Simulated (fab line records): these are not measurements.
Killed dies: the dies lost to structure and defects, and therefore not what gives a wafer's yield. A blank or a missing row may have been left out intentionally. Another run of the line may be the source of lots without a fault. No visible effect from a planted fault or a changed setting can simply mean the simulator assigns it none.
fab line records	flow gf180mcu
record: lots: 24	wafers: 72	lastDay: 34
route steps=602 shown HV_LDD@226 SAB@274 V1@349 M4@462 V4@490 MIM@509
lots untouched by any fault: they come from a run of this same line in which no faults occurred
startH: hours from the record's first day to the start of the lot's first wafer shown	waitH: hours elapsed since this lot's preceding step	" unchanged from the row above	L1.1+2: one row covering several wafers at once	- no value present, or no start provided	* or withheld: withheld	< > ~ a bound
route shown NAME@n: NAME is a module with steps in the file, n the number in the route of the first one	usual: the fault-free wafers' mean and standard deviation	same: alike in all rows	chamber/n: place in a boat	sites: readings site by site	_std_site: standard deviation across them	_edge_site: outer sites' mean less inner sites'	radiusMm: how far each site lies from the wafer's centre	mask NAME#n: copy n	behind: the most recent tool/chamber to have shaped the wafer	hold: the reason the lot was held/the length of the hold in hours/how it ended	device: which transistor (n, p or np) failed to switch	end of line: tests of these same wafers at the route's end	a step without rows: its recipe alone	killed: dies lost to structure and defects at the first sort, not the wafer's yield	map: shows each die of a wafer: x if killed, . if not, _ if none is there
set.NAME: setting as actually run; set.NAME@STEP: the setting as run at that earlier step	model.NAME: the simulator's own value behind a step, which no gauge read
the route's steps for a sample of lots (tables are steps, rows are wafers)
== steps ==
step: GF_HV_LDD_TW_MEAS_50
usual: HV_LDD_4_TW: 572/6.8
lot.wafer	tool	chamber	startH	waitH	HV_LDD_4_TW
L074.2	filmMetro-04	-	276.35	0.1	582
L074.3	"	-	"	"	582
L074.6	"	-	"	"	579
L075.1	filmMetro-04	-	279.97	0.1	585
L075.5	"	-	"	"	580
L075.6	"	-	"	"	579
L076.4	filmMetro-01	-	293.23	0.1	572
L076.5	"	-	"	"	574
L076.6	"	-	"	"	573
L077.1	filmMetro-02	-	300.67	0.1	566
L077.3	"	-	"	"	565
L077.5	"	-	"	"	565
L079.1	filmMetro-02	-	311.79	0.1	564
L079.2	"	-	"	"	563
L079.3	"	-	"	"	561
L078.2	filmMetro-04	-	312.18	0.1	579
L078.5	"	-	"	"	583
L078.6	"	-	"	"	581
L080.2	filmMetro-01	-	321.48	0.1	577
L080.4	"	-	"	"	576
L080.5	"	-	"	"	575
L081.2	filmMetro-02	-	330.73	0.1	565
L081.3	"	-	"	"	566
L081.4	"	-	"	"	566
L082.2	filmMetro-01	-	341.68	0.1	575
L082.5	"	-	"	"	574
L082.6	"	-	"	"	574
L083.1	filmMetro-02	-	346.37	0.1	569
L083.3	"	-	"	"	569
L083.6	"	-	"	"	567
L084.2	filmMetro-02	-	353.88	0.1	568
L084.3	"	-	"	"	570
L084.4	"	-	"	"	567
L085.1	filmMetro-01	-	361.52	0.1	575
L085.2	"	-	"	"	571
L085.6	"	-	"	"	578
L086.1	filmMetro-02	-	369.22	0.1	569
L086.3	"	-	"	"	566
L086.6	"	-	"	"	569
L087.1	filmMetro-04	-	376.02	0.1	579
L087.2	"	-	"	"	577
L087.6	"	-	"	"	580
L088.2	filmMetro-04	-	384.13	0.1	579
L088.5	"	-	"	"	581
L088.6	"	-	"	"	581
L089.3	filmMetro-01	-	388.33	0.1	575
L089.4	"	-	"	"	576
L089.6	"	-	"	"	574
L090.2	filmMetro-01	-	399.57	0.1	574
L090.3	"	-	"	"	574
L090.4	"	-	"	"	575
L091.1	filmMetro-01	-	409.33	0.1	571
L091.4	"	-	"	"	574
L091.6	"	-	"	"	572
L092.1	filmMetro-04	-	413.97	0.1	582
L092.3	"	-	"	"	582
L092.6	"	-	"	"	583
L093.2	filmMetro-02	-	421.33	0.1	562
L093.5	"	-	"	"	562
L093.6	"	-	"	"	563
L094.2	filmMetro-02	-	431.62	0.1	563
L094.3	"	-	"	"	565
L094.6	"	-	"	"	563
L095.2	filmMetro-02	-	442.07	0.1	562
L095.3	"	-	"	"	562
L095.4	"	-	"	"	558
L096.3	filmMetro-04	-	447.70	0.1	581
L096.4	"	-	"	"	581
L096.5	"	-	"	"	581
L097.1	filmMetro-02	-	460.96	0.1	566
L097.3	"	-	"	"	563
L097.4	"	-	"	"	564
step: GF_SAB_OVL_MEAS_10
usual: SAB_OVL: 1.2/1.3
lot.wafer	tool	chamber	startH	waitH	SAB_OVL[nm]
L074.2	overlay-02	-	341.39	0.1	1.0
L074.3	"	-	"	"	-0.8
L074.6	"	-	"	"	-0.9
L075.1	overlay-01	-	346.21	0.1	2.3
L075.5	"	-	"	"	1.8
L075.6	"	-	"	"	2.5
L076.4	overlay-02	-	361.58	0.1	1.9
L076.5	"	-	"	"	1.3
L076.6	"	-	"	"	2.4
L077.1	overlay-02	-	369.01	0.1	-1.2
L077.3	"	-	"	"	-0.4
L077.5	"	-	"	"	0.0
L079.1	overlay-01	-	380.46	0.1	0.7
L079.2	"	-	"	"	2.8
L079.3	"	-	"	"	1.1
L078.2	overlay-02	-	384.45	0.1	1.6
L078.5	"	-	"	"	1.5
L078.6	"	-	"	"	1.1
L080.2	overlay-02	-	390.57	0.1	1.9
L080.4	"	-	"	"	1.2
L080.5	"	-	"	"	2.5
L081.2	overlay-02	-	399.57	0.1	-0.2
L081.3	"	-	"	"	-0.4
L081.4	"	-	"	"	0.3
L082.2	overlay-02	-	411.90	0.1	-0.1
L082.5	"	-	"	"	-1.4
L082.6	"	-	"	"	1.0
L083.1	overlay-01	-	418.70	0.1	-0.2
L083.3	"	-	"	"	1.0
L083.6	"	-	"	"	1.0
L084.2	overlay-01	-	426.13	0.1	2.9
L084.3	"	-	"	"	3.8
L084.4	"	-	"	"	2.0
L085.1	overlay-02	-	435.08	0.1	3.6
L085.2	"	-	"	"	0.7
L085.6	"	-	"	"	2.5
L086.1	overlay-02	-	443.01	0.1	0.9
L086.3	"	-	"	"	0.4
L086.6	"	-	"	"	1.9
L087.1	overlay-01	-	450.31	0.1	2.5
L087.2	"	-	"	"	1.6
L087.6	"	-	"	"	3.8
L088.2	overlay-01	-	458.83	0.1	3.4
L088.5	"	-	"	"	2.3
L088.6	"	-	"	"	2.6
L089.3	overlay-01	-	464.47	0.1	3.8
L089.4	"	-	"	"	3.4
L089.6	"	-	"	"	3.9
L090.2	overlay-01	-	475.98	0.1	1.8
L090.3	"	-	"	"	1.0
L090.4	"	-	"	"	2.0
L091.1	overlay-01	-	487.26	0.1	0.5
L091.4	"	-	"	"	2.8
L091.6	"	-	"	"	0.8
L092.1	overlay-01	-	491.76	0.1	2.4
L092.3	"	-	"	"	1.3
L092.6	"	-	"	"	3.0
L093.2	overlay-02	-	497.90	0.1	-2.3
L093.5	"	-	"	"	-1.3
L093.6	"	-	"	"	0.7
L094.2	overlay-02	-	508.78	0.1	1.2
L094.3	"	-	"	"	1.2
L094.6	"	-	"	"	-1.7
L095.2	overlay-01	-	517.33	0.1	1.2
L095.3	"	-	"	"	1.3
L095.4	"	-	"	"	-0.9
L096.3	overlay-01	-	523.64	0.1	0.8
L096.4	"	-	"	"	0.8
L096.5	"	-	"	"	0.7
L097.1	overlay-01	-	536.80	0.1	2.3
L097.3	"	-	"	"	0.1
L097.4	"	-	"	"	0.4
step: GF_V1_CD_MEAS_14
recipe: targetCdNm: 260
usual: cdNm: 259.7/1.2
lot.wafer	tool	chamber	startH	waitH	cdNm
L074.2	cdSem-02	-	411.88	0.1	262.7
L074.3	"	-	"	"	260.8
L074.6	"	-	"	"	261.9
L075.1	cdSem-02	-	418.11	0.1	257.3
L075.5	"	-	"	"	256.8
L075.6	"	-	"	"	257.9
L076.4	cdSem-01	-	435.37	0.1	260.9
L076.5	"	-	"	"	261.7
L076.6	"	-	"	"	259.9
L077.1	cdSem-01	-	443.61	0.1	259.5
L077.3	"	-	"	"	260.2
L077.5	"	-	"	"	260.3
L079.1	cdSem-02	-	455.31	0.1	260.4
L079.2	"	-	"	"	259.8
L079.3	"	-	"	"	258.5
L078.2	cdSem-02	-	459.68	0.1	257.7
L078.5	"	-	"	"	258.8
L078.6	"	-	"	"	258.8
L080.2	cdSem-02	-	467.23	0.1	259.8
L080.4	"	-	"	"	259.6
L080.5	"	-	"	"	260.0
L081.2	cdSem-01	-	476.83	0.1	259.3
L081.3	"	-	"	"	259.0
L081.4	"	-	"	"	259.5
L082.2	cdSem-01	-	489.06	0.1	260.5
L082.5	"	-	"	"	260.6
L082.6	"	-	"	"	259.4
L083.1	cdSem-02	-	496.39	0.1	260.0
L083.3	"	-	"	"	259.0
L083.6	"	-	"	"	259.4
L084.2	cdSem-02	-	504.26	0.1	259.2
L084.3	"	-	"	"	260.1
L084.4	"	-	"	"	259.9
L085.1	cdSem-02	-	513.01	0.1	260.1
L085.2	"	-	"	"	260.7
L085.6	"	-	"	"	259.6
L086.1	cdSem-02	-	519.06	0.1	260.3
L086.3	"	-	"	"	259.6
L086.6	"	-	"	"	260.0
L087.1	cdSem-02	-	526.51	0.1	260.2
L087.2	"	-	"	"	261.1
L087.6	"	-	"	"	261.8
L088.2	cdSem-01	-	534.26	0.1	259.9
L088.5	"	-	"	"	259.5
L088.6	"	-	"	"	258.3
L089.3	cdSem-01	-	541.48	0.1	259.5
L089.4	"	-	"	"	259.3
L089.6	"	-	"	"	259.1
L090.2	cdSem-02	-	552.08	0.1	259.0
L090.3	"	-	"	"	259.7
L090.4	"	-	"	"	259.6
L091.1	cdSem-01	-	561.51	0.1	261.0
L091.4	"	-	"	"	261.9
L091.6	"	-	"	"	261.6
L092.1	cdSem-02	-	566.36	0.1	259.3
L092.3	"	-	"	"	260.1
L092.6	"	-	"	"	259.6
L093.2	cdSem-02	-	571.43	0.1	257.8
L093.5	"	-	"	"	258.7
L093.6	"	-	"	"	259.2
L094.2	cdSem-01	-	580.46	0.1	261.1
L094.3	"	-	"	"	260.2
L094.6	"	-	"	"	261.4
L095.2	cdSem-02	-	590.01	0.1	257.8
L095.3	"	-	"	"	256.9
L095.4	"	-	"	"	258.3
L096.3	cdSem-01	-	595.30	0.1	259.8
L096.4	"	-	"	"	258.5
L096.5	"	-	"	"	259.4
L097.1	cdSem-02	-	607.41	0.1	258.6
L097.3	"	-	"	"	256.6
L097.4	"	-	"	"	258.4
step: GF_M4_THK_MEAS_06
recipe: thkMeasGauge: xrf	reads: AlCu_of_M4_SPUTTER_02
usual: M4_ALCU_THK: 456/6.3
lot.wafer	tool	chamber	startH	waitH	M4_ALCU_THK[nm]
L074.2	filmMetro-03	-	518.38	0.1	463
L074.3	"	-	"	"	460
L074.6	"	-	"	"	456
L075.1	filmMetro-03	-	523.37	0.1	458
L075.5	"	-	"	"	445
L075.6	"	-	"	"	459
L076.4	filmMetro-04	-	541.30	0.1	446
L076.5	"	-	"	"	455
L076.6	"	-	"	"	445
L077.1	filmMetro-03	-	547.54	0.1	453
L077.3	"	-	"	"	460
L077.5	"	-	"	"	453
L079.1	filmMetro-02	-	559.01	0.1	450
L079.2	"	-	"	"	462
L079.3	"	-	"	"	457
L078.2	filmMetro-02	-	562.72	0.1	458
L078.5	"	-	"	"	450
L078.6	"	-	"	"	450
L080.2	filmMetro-04	-	569.75	0.1	461
L080.4	"	-	"	"	454
L080.5	"	-	"	"	458
L081.2	filmMetro-02	-	577.68	0.1	452
L081.3	"	-	"	"	462
L081.4	"	-	"	"	460
L082.2	filmMetro-03	-	589.05	0.1	440
L082.5	"	-	"	"	441
L082.6	"	-	"	"	456
L083.1	filmMetro-02	-	595.75	0.1	452
L083.3	"	-	"	"	445
L083.6	"	-	"	"	464
L084.2	filmMetro-04	-	602.62	0.1	452
L084.3	"	-	"	"	443
L084.4	"	-	"	"	454
L085.1	filmMetro-03	-	610.21	0.1	464
L085.2	"	-	"	"	461
L085.6	"	-	"	"	464
L086.1	filmMetro-03	-	616.70	0.1	446
L086.3	"	-	"	"	460
L086.6	"	-	"	"	446
L087.1	filmMetro-02	-	622.02	0.1	458
L087.2	"	-	"	"	458
L087.6	"	-	"	"	460
L088.2	filmMetro-03	-	627.57	0.1	460
L088.5	"	-	"	"	456
L088.6	"	-	"	"	452
L089.3	filmMetro-04	-	634.80	0.1	455
L089.4	"	-	"	"	456
L089.6	"	-	"	"	454
L090.2	filmMetro-03	-	645.02	0.1	454
L090.3	"	-	"	"	453
L090.4	"	-	"	"	456
L091.1	filmMetro-02	-	651.35	0.1	467
L091.4	"	-	"	"	458
L091.6	"	-	"	"	463
L092.1	filmMetro-04	-	657.74	0.1	455
L092.3	"	-	"	"	459
L092.6	"	-	"	"	460
L093.2	filmMetro-02	-	661.80	0.1	462
L093.5	"	-	"	"	461
L093.6	"	-	"	"	468
L094.2	filmMetro-02	-	669.49	0.1	446
L094.3	"	-	"	"	450
L094.6	"	-	"	"	446
L095.2	filmMetro-04	-	678.37	0.1	454
L095.3	"	-	"	"	459
L095.4	"	-	"	"	454
L096.3	filmMetro-03	-	683.27	0.1	460
L096.4	"	-	"	"	463
L096.5	"	-	"	"	463
L097.1	filmMetro-04	-	692.40	0.1	453
L097.3	"	-	"	"	454
L097.4	"	-	"	"	458
step: GF_V4_CD_MEAS_14
recipe: targetCdNm: 260
usual: cdNm: 259.7/1.3
lot.wafer	tool	chamber	startH	waitH	cdNm
L074.2	cdSem-01	-	564.98	0.1	259.0
L074.3	"	-	"	"	259.4
L074.6	"	-	"	"	259.5
L075.1	cdSem-02	-	569.56	0.1	259.2
L075.5	"	-	"	"	258.9
L075.6	"	-	"	"	257.9
L076.4	cdSem-02	-	587.39	0.1	260.0
L076.5	"	-	"	"	259.3
L076.6	"	-	"	"	259.4
L077.1	cdSem-02	-	592.48	0.1	259.5
L077.3	"	-	"	"	259.2
L077.5	"	-	"	"	259.4
L079.1	cdSem-01	-	603.06	0.1	261.6
L079.2	"	-	"	"	261.0
L079.3	"	-	"	"	261.1
L078.2	cdSem-01	-	607.40	0.1	261.0
L078.5	"	-	"	"	260.1
L078.6	"	-	"	"	260.7
L080.2	cdSem-02	-	613.60	0.1	259.0
L080.4	"	-	"	"	259.7
L080.5	"	-	"	"	260.3
L081.2	cdSem-02	-	620.85	0.1	257.9
L081.3	"	-	"	"	259.3
L081.4	"	-	"	"	257.5
L082.2	cdSem-02	-	631.88	0.1	261.4
L082.5	"	-	"	"	261.7
L082.6	"	-	"	"	260.7
L083.1	cdSem-02	-	637.83	0.1	256.8
L083.3	"	-	"	"	257.5
L083.6	"	-	"	"	257.5
L084.2	cdSem-02	-	644.20	0.1	259.6
L084.3	"	-	"	"	258.5
L084.4	"	-	"	"	260.7
L085.1	cdSem-01	-	650.76	0.1	260.8
L085.2	"	-	"	"	261.4
L085.6	"	-	"	"	260.6
L086.1	cdSem-02	-	658.16	0.2	258.8
L086.3	"	-	"	"	259.4
L086.6	"	-	"	"	258.8
L087.1	cdSem-01	-	663.91	0.1	261.3
L087.2	"	-	"	"	261.3
L087.6	"	-	"	"	261.4
L088.2	cdSem-01	-	668.63	0.1	259.9
L088.5	"	-	"	"	260.9
L088.6	"	-	"	"	259.6
L089.3	cdSem-02	-	674.55	0.1	258.1
L089.4	"	-	"	"	259.2
L089.6	"	-	"	"	259.2
L090.2	cdSem-02	-	684.28	0.1	259.6
L090.3	"	-	"	"	259.2
L090.4	"	-	"	"	259.6
L091.1	cdSem-01	-	690.56	0.1	259.3
L091.4	"	-	"	"	259.7
L091.6	"	-	"	"	259.9
L092.1	cdSem-02	-	697.66	0.1	260.3
L092.3	"	-	"	"	261.1
L092.6	"	-	"	"	259.9
L093.2	cdSem-02	-	702.94	0.1	258.8
L093.5	"	-	"	"	258.8
L093.6	"	-	"	"	258.3
L094.2	cdSem-02	-	707.78	0.1	257.4
L094.3	"	-	"	"	259.0
L094.6	"	-	"	"	259.3
L095.2	cdSem-01	-	717.19	0.1	262.4
L095.3	"	-	"	"	262.2
L095.4	"	-	"	"	261.8
L096.3	cdSem-01	-	721.61	0.1	261.3
L096.4	"	-	"	"	261.0
L096.5	"	-	"	"	261.5
L097.1	cdSem-01	-	729.87	0.1	258.4
L097.3	"	-	"	"	259.1
L097.4	"	-	"	"	260.0
step: GF_MIM_THK_MEAS_06
recipe: reads: Si3N4_of_MIM_CVD_05
usual: MIM_CVD_05_THK: 41.9/0.53
lot.wafer	tool	chamber	startH	waitH	MIM_CVD_05_THK[nm]
L074.2	filmMetro-01	-	566.84	0.0	41.0
L074.3	"	-	"	"	41.9
L074.6	"	-	"	"	41.9
L075.1	filmMetro-03	-	571.35	0.0	42.2
L075.5	"	-	"	"	42.3
L075.6	"	-	"	"	42.3
L076.4	filmMetro-02	-	589.12	0.0	42.3
L076.5	"	-	"	"	41.8
L076.6	"	-	"	"	41.6
L077.1	filmMetro-02	-	594.24	0.0	40.9
L077.3	"	-	"	"	41.1
L077.5	"	-	"	"	41.8
L079.1	filmMetro-02	-	604.82	0.0	40.9
L079.2	"	-	"	"	42.2
L079.3	"	-	"	"	40.8
L078.2	filmMetro-03	-	609.15	0.0	41.5
L078.5	"	-	"	"	42.1
L078.6	"	-	"	"	42.5
L080.2	filmMetro-03	-	615.35	0.0	41.4
L080.4	"	-	"	"	42.7
L080.5	"	-	"	"	42.2
L081.2	filmMetro-03	-	622.60	0.0	42.2
L081.3	"	-	"	"	42.3
L081.4	"	-	"	"	42.7
L082.2	filmMetro-01	-	633.63	0.0	40.9
L082.5	"	-	"	"	41.6
L082.6	"	-	"	"	42.1
L083.1	filmMetro-03	-	639.59	0.0	41.2
L083.3	"	-	"	"	41.0
L083.6	"	-	"	"	42.1
L084.2	filmMetro-01	-	645.98	0.0	41.4
L084.3	"	-	"	"	42.5
L084.4	"	-	"	"	41.9
L085.1	filmMetro-03	-	652.64	0.0	42.0
L085.2	"	-	"	"	41.6
L085.6	"	-	"	"	42.2
L086.1	filmMetro-03	-	659.92	0.0	42.0
L086.3	"	-	"	"	41.8
L086.6	"	-	"	"	42.6
L087.1	filmMetro-03	-	665.67	0.0	41.4
L087.2	"	-	"	"	41.3
L087.6	"	-	"	"	42.2
L088.2	filmMetro-02	-	670.38	0.0	40.9
L088.5	"	-	"	"	41.9
L088.6	"	-	"	"	41.9
L089.3	filmMetro-02	-	676.35	0.0	41.1
L089.4	"	-	"	"	42.7
L089.6	"	-	"	"	42.1
L090.2	filmMetro-03	-	686.10	0.0	41.6
L090.3	"	-	"	"	41.8
L090.4	"	-	"	"	42.3
L091.1	filmMetro-01	-	692.37	0.0	41.2
L091.4	"	-	"	"	41.6
L091.6	"	-	"	"	42.2
L092.1	filmMetro-01	-	699.43	0.0	41.2
L092.3	"	-	"	"	40.9
L092.6	"	-	"	"	41.9
L093.2	filmMetro-03	-	704.72	0.0	41.9
L093.5	"	-	"	"	41.8
L093.6	"	-	"	"	42.6
L094.2	filmMetro-03	-	709.53	0.0	41.9
L094.3	"	-	"	"	41.7
L094.6	"	-	"	"	42.7
L095.2	filmMetro-01	-	718.95	0.0	40.6
L095.3	"	-	"	"	41.3
L095.4	"	-	"	"	42.1
L096.3	filmMetro-02	-	723.36	0.0	41.9
L096.4	"	-	"	"	42.3
L096.5	"	-	"	"	42.6
L097.1	filmMetro-01	-	731.65	0.0	41.6
L097.3	"	-	"	"	41.8
L097.4	"	-	"	"	42.0
== key ==
fault none
